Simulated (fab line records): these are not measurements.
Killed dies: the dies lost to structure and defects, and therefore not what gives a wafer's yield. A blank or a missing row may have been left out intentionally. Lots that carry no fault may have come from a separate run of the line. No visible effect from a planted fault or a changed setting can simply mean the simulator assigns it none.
What tool caused it?	flow gf180mcu	42 wafers from 14 lots sampled at 3 of the route's 602 steps

## WHAT THE GAUGES READ, wafer by wafer
GF_MIM_THK_MEAS_11: measures by xrf. Usual: MIM_ALCU_THK 200.2 nm, standard deviation 1.9.
lot	measured	on	MIM_ALCU_THK (nm)	flag
L784	day 24 10:19	film metro-01	196.7 200.1 195.7	
L785	day 24 13:49	film metro-02	198.4 198.8 195.7	
L788	day 25 18:31	film metro-02	199.5 198.1 201.7	
L789	day 26 09:47	film metro-02	203.9 202.5 202.3	
L791	day 27 00:21	film metro-01	198.8 197.4 199.8	
L792	day 27 06:02	film metro-04	201.5 202.0 201.7	
L796	day 29 00:20	film metro-01	202.8 201.5 201.7	
L797	day 29 03:36	film metro-02	200.1 200.0 200.8	
L798	day 29 05:26	film metro-01	200.5 199.0 199.4	
L799	day 29 15:11	film metro-04	197.8 199.6 199.9	
L802	day 30 07:36	film metro-04	197.4 199.6 200.7	
L805	day 30 18:51	film metro-02	200.8 198.6 196.9	
L806	day 31 03:19	film metro-02	203.7 204.2 203.2	
L807	day 31 08:17	film metro-04	199.0 200.1 199.5	

## TOOL THAT RAN EACH LOT (tool first, then ch and the chambers of the sampled wafers, then the start)
lot	GF_MIM_SPUTTER_08	GF_MIM_SPUTTER_09
L784	pvd sputter-02, day 24 10:08	pvd sputter-02, day 24 10:10
L785	pvd sputter-02, day 24 13:38	pvd sputter-02, day 24 13:40
L788	pvd sputter-02, day 25 18:20	pvd sputter-02, day 25 18:21
L789	pvd sputter-01, day 26 09:35	pvd sputter-01, day 26 09:37
L791	pvd sputter-01, day 27 00:10	pvd sputter-01, day 27 00:11
L792	pvd sputter-01, day 27 05:49	pvd sputter-01, day 27 05:50
L796	pvd sputter-04, day 29 00:08	pvd sputter-04, day 29 00:10
L797	pvd sputter-01, day 29 03:24	pvd sputter-01, day 29 03:25
L798	pvd sputter-01, day 29 05:14	pvd sputter-01, day 29 05:16
L799	pvd sputter-04, day 29 15:01	pvd sputter-04, day 29 15:02
L802	pvd sputter-04, day 30 07:25	pvd sputter-04, day 30 07:26
L805	pvd sputter-04, day 30 18:40	pvd sputter-04, day 30 18:41
L806	pvd sputter-02, day 31 03:08	pvd sputter-02, day 31 03:09
L807	pvd sputter-01, day 31 08:02	pvd sputter-01, day 31 08:04
- GF_MIM_SPUTTER_08: material AlCu, target thk 200 nm, time 10.6 s.
- GF_MIM_SPUTTER_09: material TiN, target thk 35 nm, time 29.2 s.

## AS READ BY THE TOOLS THEMSELVES (means over the sampled wafers that have a number; for cases with no such wafer, the mark the record gives instead)
GF_MIM_SPUTTER_08. Usual: throttle valve pct 30.1 %, standard deviation 1.2.
lot	tool	throttle valve pct (%)	flag
L784	pvd sputter-02	30.8	
L785	pvd sputter-02	30.7	
L788	pvd sputter-02	29.9	
L789	pvd sputter-01	30.4	
L791	pvd sputter-01	29.7	
L792	pvd sputter-01	30.1	
L796	pvd sputter-04	29.5	
L797	pvd sputter-01	29.0	
L798	pvd sputter-01	29.8	
L799	pvd sputter-04	29.7	
L802	pvd sputter-04	30.2	
L805	pvd sputter-04	30.5	
L806	pvd sputter-02	29.9	
L807	pvd sputter-01	29.3	

GF_MIM_SPUTTER_09. Usual: throttle valve pct 30.1 %, standard deviation 1.2.
lot	tool	throttle valve pct (%)	flag
L784	pvd sputter-02	30.9	
L785	pvd sputter-02	30.8	
L788	pvd sputter-02	29.9	
L789	pvd sputter-01	30.5	
L791	pvd sputter-01	29.8	
L792	pvd sputter-01	30.1	
L796	pvd sputter-04	29.3	
L797	pvd sputter-01	29.0	
L798	pvd sputter-01	29.7	
L799	pvd sputter-04	29.7	
L802	pvd sputter-04	30.2	
L805	pvd sputter-04	30.4	
L806	pvd sputter-02	30.0	
L807	pvd sputter-01	29.6	

## THE ANSWER, worked out from the rows above alone
Rule: a lot counts as off when the mean over its wafers that have a number is more than 3 standard deviations away from the usual mean. Also off: a lot with no number at a reading for which 4 or more lots have one. Where the step has rows for the other lots, those lots are counted as sound. After the gauges, taken in route order, come the tools' own readings; for these a lot's mean is taken, as printed above. The first step at which some lot is off is used, and at that step the reading that is off furthest; a lot without a number counts as furthest.
No lot is off on any of the readings shown, so nothing can be concluded from this.

## WHAT HAD BEEN PUT IN BY THE SIMULATOR
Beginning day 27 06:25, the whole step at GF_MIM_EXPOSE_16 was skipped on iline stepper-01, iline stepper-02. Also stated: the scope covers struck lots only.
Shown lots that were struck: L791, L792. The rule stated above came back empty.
